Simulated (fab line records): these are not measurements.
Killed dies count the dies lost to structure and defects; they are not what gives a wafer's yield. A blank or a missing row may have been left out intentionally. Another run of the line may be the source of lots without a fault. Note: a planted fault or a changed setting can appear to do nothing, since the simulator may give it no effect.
fab line records	flow sky130
record lots=6	wafers=18	last_day=50
route steps=708 shown METAL4@635 VIA4@639 PAD_OPEN@708
lots with no fault: from the same line, run without faults
start_h: start of the lot's first displayed wafer, in hours after the record's first day	wait_h: hours elapsed since this lot's preceding step	" unchanged from the row above	L1.1+2: several wafers, shown together as one row	- value missing, or start not given	* or withheld: withheld	< > ~ a bound
route shown NAME@n: names a module that has steps shown in the file, with the first one's number in the route	usual: the fault-free wafers' mean and standard deviation	same: alike in all rows	chamber/n: place in a boat	sites: the reading at each site	_std_site: their standard deviation	_edge_site: inner sites' mean taken away from outer sites' mean	radius_mm: how far each site lies from the wafer's centre	mask NAME#n: copy n	behind: tool/chamber where the wafer was last shaped	hold: what put the lot on hold/how long, in hours/how the hold closed	device: the transistor (n, p or np) that didn't switch	end of line: the tests these same wafers got at the end of their route	a step given without rows: its recipe and nothing more	killed: the dies lost at the first sort to structure and to defects; this is not the yield of the wafer	map: shows each die of a wafer: x if killed, . if not, _ if none is there
set.NAME: the run value of the setting; set.NAME@STEP: its run value at that earlier step	model.NAME: the simulator's own value behind a step, which no gauge read
lots at selected steps of the route; one table per step, one row per wafer
services: the hour from which a tool's chamber was out of use, counted from the record's first day as start_h (under 0 if before that day), plus the number of hours and why
## steps
# step SKY_METAL4_STRIP_19
# recipe chemistry=O2/N2	power_w=1400	pressure_mtorr=1500	platen_temp_c=withheld	o2_flow_sccm=3000	n2_flow_sccm=300	overash_fraction=0.5
# usual drypump_motor_current_A=5.7/0.32	oes_product_au=0.503/0.0061	strip_time_to_endpoint_s=6.54/0.1
lot.wafer	tool	chamber	start_h	wait_h	drypump_motor_current_A	oes_product_au	rf_hours_counter_h	strip_time_to_endpoint_s
L596.1	plasma_asher-03	0	986.24	0.1	5.9	0.499	80	6.50
L596.3	"	0	"	"	5.9	0.501	-	6.56
L596.6	"	0	"	"	5.9	0.512	-	6.58
L598.2	plasma_asher-04	1	1006.32	0.1	6.1	0.492	27	6.38
L598.4	"	0	"	"	5.7	0.505	-	6.59
L598.5	"	0	"	"	5.6	0.500	-	6.46
L612.2	plasma_asher-03	0	1100.58	0.1	5.9	0.498	92	6.42
L612.4	"	0	"	"	5.9	0.507	-	6.68
L612.6	"	1	"	"	5.3	0.507	-	6.72
L613.2	plasma_asher-02	0	1100.99	0.1	5.3	0.498	65	6.50
L613.3	"	1	"	"	5.4	0.496	-	6.43
L613.5	"	0	"	"	5.3	0.498	-	6.42
L615.1	plasma_asher-04	0	1109.22	0.1	5.7	0.504	38	6.64
L615.3	"	0	"	"	5.7	0.506	-	6.51
L615.4	"	1	"	"	6.2	0.506	-	6.69
L617.1	plasma_asher-03	0	1123.47	0.1	5.9	0.490	94	6.55
L617.4	"	0	"	"	5.9	0.501	-	6.56
L617.5	"	0	"	"	5.9	0.495	-	6.34
# step SKY_METAL4_STRIP_20
# recipe chemistry=post_etch_residue_remover	time_s=1200	temp_c=72.5
# step SKY_METAL4_CLEAN_21
# recipe chemistry=IPA	time_s=180	temp_c=25
# step SKY_METAL4_CLEAN_22
# recipe chemistry=O3/DIW	dry=n2_spin
# step SKY_VIA4_HDPCVD_00
# recipe material=SiO2	target_thk_nm=1750	sigma_open_frac=0.3	time_s=291.7	temp_c=400	sih4_flow_sccm=60	pressure_mtorr=6
# step SKY_VIA4_THK_MEAS_01
# recipe reads=SiO2_of_VIA4_HDPCVD_00
# usual VIA4_HDPCVD_THK=1761/18
lot.wafer	tool	chamber	start_h	wait_h	VIA4_HDPCVD_THK[nm]
L596.1	film_metro-02	-	987.43	0.1	1751
L596.3	"	-	"	"	1730
L596.6	"	-	"	"	1750
L598.2	film_metro-03	-	1007.58	0.1	1789
L598.4	"	-	"	"	1752
L598.5	"	-	"	"	1769
L612.2	film_metro-02	-	1101.42	0.1	1794
L612.4	"	-	"	"	1780
L612.6	"	-	"	"	1780
L613.2	film_metro-01	-	1101.81	0.1	1770
L613.3	"	-	"	"	1765
L613.5	"	-	"	"	1741
L615.1	film_metro-02	-	1110.00	0.1	1737
L615.3	"	-	"	"	1736
L615.4	"	-	"	"	1757
L617.1	film_metro-01	-	1124.24	0.1	1763
L617.4	"	-	"	"	1792
L617.5	"	-	"	"	1810
# step SKY_VIA4_CMP_02
# recipe material=SiO2	down_force_psi=4	platen_rpm=60	pad_velocity_m_s=0.94248
# usual edge_zone_pressure_frac=0.999/0.0046	motor_current_A=11.8/1.4
lot.wafer	tool	chamber	start_h	wait_h	edge_zone_pressure_frac	motor_current_A
L596.3	cmp-01	1	987.54	0.1	1.003	14.3
L596.1	"	2	"	"	1.003	11.8
L596.6	"	0	"	"	0.994	10.2
L598.2	cmp-01	3	1007.63	0.0	0.997	11.5
L598.4	"	2	"	"	1.006	12.4
L598.5	"	0	"	"	0.993	10.3
L612.4	cmp-02	1	1101.52	0.1	1.001	9.1
L612.2	"	0	"	"	1.000	12.2
L612.6	"	1	"	"	1.004	9.7
L613.2	cmp-01	3	1101.91	0.1	1.001	11.2
L613.3	"	1	"	"	1.002	14.3
L613.5	"	3	"	"	0.989	10.8
L615.1	cmp-02	3	1110.06	0.1	1.004	12.3
L615.4	"	0	"	"	0.994	11.6
L615.3	"	2	"	"	0.998	11.7
L617.4	cmp-01	2	1124.30	0.0	1.004	11.7
L617.1	"	0	"	"	0.998	9.6
L617.5	"	3	"	"	0.997	11.8
# step SKY_VIA4_BOW_MEAS_03
# recipe mode=bow
# usual VIA4_BOW=78/8.9
lot.wafer	tool	chamber	start_h	wait_h	VIA4_BOW[um]
L596.1	film_metro-02	-	987.79	0.1	79
L596.3	"	-	"	"	79
L596.6	"	-	"	"	81
L598.2	film_metro-01	-	1007.95	0.3	72
L598.4	"	-	"	"	73
L598.5	"	-	"	"	67
L612.2	film_metro-02	-	1101.84	0.1	71
L612.4	"	-	"	"	73
L612.6	"	-	"	"	88
L613.2	film_metro-02	-	1102.18	0.2	79
L613.3	"	-	"	"	89
L613.5	"	-	"	"	86
L615.1	film_metro-02	-	1110.36	0.2	79
L615.3	"	-	"	"	88
L615.4	"	-	"	"	85
L617.1	film_metro-02	-	1124.60	0.1	70
L617.4	"	-	"	"	84
L617.5	"	-	"	"	74
# step SKY_VIA4_DEHYDRATE_04
# recipe temp_c=200	time_s=60
# step SKY_VIA4_HMDS_05
# recipe prime_time_s=60	prime_temp_c=120
# step SKY_VIA4_COAT_06
# recipe resist=NOVOLAK	spin_rpm=3000	resist_thk_nm=1140
# step SKY_VIA4_SOFTBAKE_07
# recipe temp_c=90	time_s=60	resist=NOVOLAK
# step SKY_VIA4_EXPOSE_08
# recipe mask_id=VIM4	na=0.6	source_shape=conventional	sigma_outer=0.6	polarization=unpolarized	target_cd_nm=800	dose_mj=132
# same sigma_outer=0.6
lot.wafer	tool	chamber	start_h	wait_h	mask
L596.1+3+6	iline_stepper-01	0	999.89	-	VIM4#0
L598.2+4+5	iline_stepper-02	0	1019.37	-	VIM4#0
L612.2+4+6	iline_stepper-02	0	1111.70	-	VIM4#0
L613.2+3+5	iline_stepper-02	0	1112.17	-	VIM4#0
L615.1+3+4	iline_stepper-01	0	1120.60	-	VIM4#0
L617.1+4+5	iline_stepper-01	0	1134.91	-	VIM4#0
# step SKY_VIA4_PEB_09
# recipe temp_c=withheld	time_s=*	resist=NOVOLAK
# step SKY_VIA4_DEVELOP_10
# recipe resist=NOVOLAK	developer=TMAH	develop_time_s=60	dev_temp_c=23
# step SKY_VIA4_OVL_MEAS_11
# usual VIA4_OVL=0.4/1.2
lot.wafer	tool	chamber	start_h	wait_h	VIA4_OVL[nm]
L596.1	overlay-02	-	1011.28	0.1	1.9
L596.3	"	-	"	"	0.5
L596.6	"	-	"	"	0.5
L598.2	overlay-01	-	1030.54	0.1	1.3
L598.4	"	-	"	"	-0.2
L598.5	"	-	"	"	0.1
L612.2	overlay-01	-	1121.49	0.1	1.5
L612.4	"	-	"	"	2.2
L612.6	"	-	"	"	-1.0
L613.2	overlay-02	-	1121.93	0.1	0.0
L613.3	"	-	"	"	0.7
L613.5	"	-	"	"	-0.1
L615.1	overlay-01	-	1129.68	0.1	0.5
L615.3	"	-	"	"	-0.5
L615.4	"	-	"	"	0.4
L617.1	overlay-01	-	1143.73	0.1	2.3
L617.4	"	-	"	"	0.7
L617.5	"	-	"	"	0.0
# step SKY_VIA4_ETCH_12
# recipe target=SiO2	chemistry=C4F8/O2/Ar	stop_on=TiN	mask_material=NOVOLAK	source_w=1500	bias_w=1161	pressure_mtorr=40	c4f8_flow_sccm=withheld	O2_flow_sccm=6	Ar_flow_sccm=300	time_s=withheld	target_depth_a=5800
# usual oes_product_au=0.925/0.0043	rf_fwd_power_W=1490/5.3
lot.wafer	tool	chamber	start_h	wait_h	oes_product_au	rf_fwd_power_W	model.VIA4.cd_nm
L596.1	rie_diel-03	1	1011.31	0.0	0.929	1480	798
L596.3	"	0	"	"	0.923	1489	794.8
L596.6	"	3	"	"	0.932	1498	796.1
L598.2	rie_diel-03	0	1030.57	0.0	0.922	1487	794.6
L598.4	"	0	"	"	0.924	1486	794.9
L598.5	"	1	"	"	0.919	1496	797.1
L612.2	rie_diel-04	1	1121.52	0.0	0.931	1487	820.3
L612.4	"	3	"	"	0.920	1491	809.2
L612.6	"	2	"	"	0.924	1485	831.4
L613.2	rie_diel-03	2	1121.96	0.0	0.931	1493	828.3
L613.3	"	3	"	"	0.918	1493	800.9
L613.5	"	1	"	"	0.922	1494	814.9
L615.1	rie_diel-01	2	1129.72	0.0	0.924	1494	801.2
L615.3	"	0	"	"	0.926	1484	800
L615.4	"	3	"	"	0.922	1490	800.3
L617.1	rie_diel-03	1	1143.76	0.0	0.922	1491	797.7
L617.4	"	2	"	"	0.924	1490	800.3
L617.5	"	0	"	"	0.926	1484	797.3
# step SKY_VIA4_STRIP_13
# recipe chemistry=O2/N2	power_w=1400	pressure_mtorr=1500	platen_temp_c=withheld	o2_flow_sccm=3000	n2_flow_sccm=300	overash_fraction=0.5
# usual drypump_motor_current_A=5.8/0.35	oes_product_au=0.709/0.004	strip_time_to_endpoint_s=12.81/0.031
lot.wafer	tool	chamber	start_h	wait_h	drypump_motor_current_A	oes_product_au	rf_hours_counter_h	strip_time_to_endpoint_s
L596.1	plasma_asher-04	0	1011.38	-	5.7	0.706	28	12.81
L596.3	"	1	"	"	6.1	0.708	-	12.83
L596.6	"	0	"	"	5.7	0.707	-	12.81
L598.2	plasma_asher-03	0	1030.64	-	5.9	0.713	85	12.79
L598.4	"	1	"	"	5.3	0.706	-	12.82
L598.5	"	1	"	"	5.2	0.704	-	12.79
L612.2	plasma_asher-03	0	1121.59	-	5.9	0.712	94	12.83
L612.4	"	0	"	"	5.9	0.714	-	12.82
L612.6	"	0	"	"	5.9	0.714	-	12.73
L613.2	plasma_asher-01	0	1122.03	-	5.4	0.706	5	12.79
L613.3	"	1	"	"	6.3	0.714	-	12.84
L613.5	"	1	"	"	6.3	0.715	-	12.78
L615.1	plasma_asher-01	1	1129.79	-	6.2	0.711	6	12.78
L615.3	"	0	"	"	5.4	0.713	-	12.79
L615.4	"	1	"	"	6.2	0.707	-	12.81
L617.1	plasma_asher-03	1	1143.83	-	5.3	0.703	96	12.80
L617.4	"	0	"	"	5.9	0.709	-	12.76
L617.5	"	1	"	"	5.3	0.708	-	12.81
# step SKY_PAD_OPEN_PROBE_99
# usual defect_limited_yield=82.8/1.8	killed_at_M0_to_M3=43/6.3	killed_at_M4_up=3.1/1.9	killed_at_contacts=24/5.1	killed_at_front_end=14/4.3	killed_at_other=0.3/0.53	killed_dies=85/8.8	killed_open=46/7.1	killed_short=38/5.9	sort_bin_3_pad_short=0.8/0.41	sort_bin_5_function=10.4/1.5	sort_bin_6_memory=6.1/1.1	sort_n_pass=407/8.8	sort_yield_pct=82.8/1.8
# same gross_dies=492	killed_at_back_side=0	sort_bin_4_leakage[%]=0	sort_bin_8_speed[%]=0
lot.wafer	tool	chamber	start_h	wait_h	defect_limited_yield[%]	killed_at_M0_to_M3	killed_at_M4_up	killed_at_contacts	killed_at_front_end	killed_at_other	killed_dies	killed_open	killed_short	sort_bin_3_pad_short[%]	sort_bin_5_function[%]	sort_bin_6_memory[%]	sort_n_pass	sort_yield_pct[%]	model.etest.via4_chain.rc_ohm
L596.1	prober-01	-	1082.77	0.1	81.5	49	8	25	9	0	91	59	32	0.6	11.2	6.7	401	81.5	0.7845
L596.3	prober-01	-	1082.87	0.2	85.0	32	5	21	16	0	74	41	33	0.8	9.8	4.5	418	85.0	0.8161
L596.6	prober-01	-	1083.02	0.2	85.2	42	4	22	5	0	73	44	29	1.0	8.3	5.5	419	85.2	0.8051
L598.2	prober-01	-	1100.73	0.1	80.3	49	8	25	13	2	97	59	38	2.0	11.0	6.7	395	80.3	0.8149
L598.4	prober-01	-	1100.83	0.2	80.3	52	3	30	12	0	97	54	43	0	10.8	8.9	395	80.3	0.7997
L598.5	prober-01	-	1100.88	0.2	80.5	57	4	25	10	0	96	56	40	0.6	11.2	7.7	396	80.5	0.769
L612.2	prober-01	-	1179.37	0.1	84.6	41	3	15	16	1	76	39	37	0.4	8.5	6.5	416	84.6	0.7741
L612.4	prober-01	-	1179.47	0.2	81.5	40	4	21	26	0	91	48	43	0.2	12.4	5.9	401	81.5	0.7565
L612.6	prober-01	-	1179.57	0.2	83.3	38	5	21	18	0	82	43	39	1.0	10.0	5.7	410	83.3	0.7331
L613.2	prober-02	-	1180.84	0.1	82.5	43	0	26	17	0	86	41	45	1.8	10.0	5.7	406	82.5	0.7738
L613.3	prober-02	-	1180.89	0.2	85.8	31	3	19	17	0	70	35	35	1.0	8.3	4.9	422	85.8	0.7952
L613.5	prober-02	-	1180.99	0.2	81.5	48	2	26	15	0	91	56	35	0.2	12.0	6.3	401	81.5	0.7653
L615.1	prober-02	-	1187.90	0.1	81.9	41	4	31	13	0	89	40	49	1.0	11.2	5.9	403	81.9	0.8148
L615.3	prober-02	-	1188.00	0.2	80.9	52	2	30	10	0	94	47	46	1.4	8.7	8.9	398	80.9	0.8076
L615.4	prober-02	-	1188.05	0.2	81.9	50	3	21	14	1	89	54	34	0.6	11.2	6.3	403	81.9	0.7789
L617.1	prober-01	-	1198.62	0.1	82.9	41	3	27	13	0	84	53	31	0.8	9.3	6.9	408	82.9	0.7711
L617.4	prober-01	-	1198.77	0.2	81.9	42	5	20	22	0	89	49	40	0.6	10.4	7.1	403	81.9	0.8016
L617.5	prober-01	-	1198.82	0.2	81.7	50	4	16	20	0	90	46	44	1.2	10.8	6.3	402	81.7	0.8253
# killed by level:class
L596.1 CONTACT:geometric_particle:open=14 VIA1:geometric_particle:open=12 VIA3:geometric_particle:open=8 VIA2:geometric_particle:open=7 METAL4:geometric_particle:short=6 LI_CONTACT:geometric_particle:open=5 VIA2:geometric_particle:short=5 VIA1:geometric_particle:short=4
L596.3 CONTACT:geometric_particle:open=9 VIA1:geometric_particle:open=8 FIELD_ISO:geometric_particle:open=7 VIA3:geometric_particle:open=5 VIA3:geometric_particle:short=5 METAL2:geometric_particle:short=4 LI_CONTACT:geometric_particle:short=4 POLY_GATE:geometric_particle:open=3
L596.6 VIA1:geometric_particle:open=14 CONTACT:geometric_particle:open=9 VIA3:geometric_particle:open=7 LI_CONTACT:geometric_particle:open=6 VIA2:geometric_particle:open=4 CONTACT:geometric_particle:short=4 VIA1:geometric_particle:short=4 METAL2:geometric_particle:short=4
L598.2 CONTACT:geometric_particle:open=13 VIA2:geometric_particle:open=11 VIA1:geometric_particle:open=9 LI_CONTACT:geometric_particle:open=8 VIA1:geometric_particle:short=6 METAL4:geometric_particle:short=5 METAL2:geometric_particle:short=5 FIELD_ISO:geometric_particle:short=4
L598.4 VIA3:geometric_particle:open=14 CONTACT:geometric_particle:open=9 LOCAL_INTERCONNECT:geometric_particle:short=8 METAL1:geometric_particle:short=8 VIA1:geometric_particle:open=7 VIA2:geometric_particle:open=7 LI_CONTACT:geometric_particle:open=6 METAL2:geometric_particle:short=5
L598.5 VIA1:geometric_particle:open=14 CONTACT:geometric_particle:open=12 VIA3:geometric_particle:open=10 VIA2:geometric_particle:open=7 METAL1:geometric_particle:short=7 VIA1:geometric_particle:short=7 LOCAL_INTERCONNECT:geometric_particle:short=5 METAL2:geometric_particle:short=5
L612.2 VIA1:geometric_particle:open=13 CONTACT:geometric_particle:open=8 VIA2:geometric_particle:short=6 POLY_GATE:geometric_particle:short=5 METAL2:geometric_particle:short=5 VIA2:geometric_particle:open=5 SPACER:geometric_particle:short=3 CONTACT:geometric_particle:short=3
L612.4 FIELD_ISO:geometric_particle:open=9 VIA1:geometric_particle:open=9 CONTACT:geometric_particle:open=7 LI_CONTACT:geometric_particle:open=6 METAL1:geometric_particle:short=6 VIA1:geometric_particle:short=6 FIELD_ISO:geometric_particle:short=4 POLY_GATE:geometric_particle:short=4
L612.6 VIA1:geometric_particle:open=8 METAL2:geometric_particle:short=8 LI_CONTACT:geometric_particle:open=7 CONTACT:geometric_particle:open=7 METAL1:geometric_particle:short=6 FIELD_ISO:geometric_particle:short=4 POLY_GATE:geometric_particle:open=4 POLY_GATE:geometric_particle:short=4
L613.2 METAL1:geometric_particle:short=12 CONTACT:geometric_particle:open=10 FIELD_ISO:geometric_particle:short=8 LOCAL_INTERCONNECT:geometric_particle:short=6 VIA1:geometric_particle:open=6 VIA2:geometric_particle:open=6 LI_CONTACT:geometric_particle:open=5 VIA2:geometric_particle:short=5
L613.3 CONTACT:geometric_particle:short=8 VIA1:geometric_particle:open=7 CONTACT:geometric_particle:open=7 FIELD_ISO:geometric_particle:open=6 VIA3:geometric_particle:open=5 FIELD_ISO:geometric_particle:short=4 METAL1:geometric_particle:short=4 POLY_GATE:geometric_particle:short=3
L613.5 VIA1:geometric_particle:open=12 CONTACT:geometric_particle:open=11 VIA2:geometric_particle:open=9 VIA3:geometric_particle:open=7 VIA2:geometric_particle:short=6 FIELD_ISO:geometric_particle:open=4 LI_CONTACT:geometric_particle:short=4 LI_CONTACT:geometric_particle:open=4
L615.1 CONTACT:geometric_particle:open=12 METAL1:geometric_particle:short=9 CONTACT:geometric_particle:short=7 LI_CONTACT:geometric_particle:open=6 VIA3:geometric_particle:short=5 POLY_GATE:geometric_particle:short=4 LOCAL_INTERCONNECT:geometric_particle:short=4 VIA1:geometric_particle:short=4
L615.3 CONTACT:geometric_particle:open=10 METAL1:geometric_particle:short=10 VIA1:geometric_particle:open=10 LI_CONTACT:geometric_particle:open=7 METAL2:geometric_particle:short=6 VIA3:geometric_particle:open=6 LI_CONTACT:geometric_particle:short=5 LOCAL_INTERCONNECT:geometric_particle:short=5
L615.4 CONTACT:geometric_particle:open=9 METAL2:geometric_particle:short=9 VIA2:geometric_particle:open=8 VIA3:geometric_particle:open=8 LI_CONTACT:geometric_particle:open=7 VIA1:geometric_particle:open=7 FIELD_ISO:geometric_particle:open=6 VIA2:geometric_particle:short=5
L617.1 CONTACT:geometric_particle:open=11 VIA1:geometric_particle:open=11 LI_CONTACT:geometric_particle:open=8 VIA2:geometric_particle:open=8 VIA3:geometric_particle:open=7 FIELD_ISO:geometric_particle:open=4 FIELD_ISO:geometric_particle:short=4 CONTACT:geometric_particle:short=4
L617.4 VIA1:geometric_particle:open=11 LI_CONTACT:geometric_particle:open=10 FIELD_ISO:geometric_particle:short=7 VIA1:geometric_particle:short=6 FIELD_ISO:geometric_particle:open=5 POLY_GATE:geometric_particle:open=5 CONTACT:geometric_particle:open=4 METAL1:geometric_particle:short=4
L617.5 VIA1:geometric_particle:open=10 FIELD_ISO:geometric_particle:open=9 VIA3:geometric_particle:open=9 CONTACT:geometric_particle:open=6 VIA3:geometric_particle:short=5 FIELD_ISO:geometric_particle:short=5 VIA2:geometric_particle:open=5 VIA2:geometric_particle:short=5
## services
tool	chamber	start_h	hours	kind
iline_stepper-02	-	966.48	1.7	pm
rie_diel-01	3	966.64	46.5	repair
rie_diel-04	1	975.80	12.0	repair
rie_diel-03	2	976.40	111.1	repair
rie_diel-01	-	993.07	14.6	pm
plasma_asher-02	-	994.19	0.8	repair
iline_stepper-02	-	999.49	3.0	repair
rie_diel-04	2	1013.74	34.3	repair
rie_diel-01	-	1027.35	0.9	repair
cmp-01	-	1049.54	2.5	repair
cmp-02	-	1050.85	4.0	repair
plasma_asher-01	-	1055.25	9.0	pm
cmp-02	-	1055.54	0.9	repair
iline_stepper-01	-	1058.50	4.1	repair
cmp-02	-	1077.05	0.3	repair
cmp-02	-	1084.00	4.0	pm
cmp-01	-	1088.00	5.8	pm
rie_diel-03	-	1099.51	0.1	repair
cmp-02	-	1112.12	0.8	repair
cmp-01	-	1118.42	1.3	repair
rie_diel-03	1	1118.97	1.8	repair
cmp-01	-	1119.94	1.5	repair
iline_stepper-01	-	1131.67	0.6	repair
cmp-01	-	1142.81	1.5	repair
## key
first_sign none at tools or gauges
model_effect step=SKY_VIA4_ETCH_12	value=VIA4.cd_nm	without=800.1	struck=817.5
model_effect step=SKY_PAD_OPEN_PROBE_99	value=etest.via4_chain.rc_ohm	without=0.7924	struck=0.7663
met_at SKY_VIA4_EXPOSE_08
struck_wafers L612.2,L612.4,L612.6,L613.2,L613.3,L613.5
onset_between 1019.37 1111.70
fault kind=process_parameter_drift	tool=iline_stepper-02	chamber=-	onset_h=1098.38	steps=SKY_VIA4_EXPOSE_08	channel=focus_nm	offset=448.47	spread_by_wafer=0.3	shape=step	end_h=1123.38
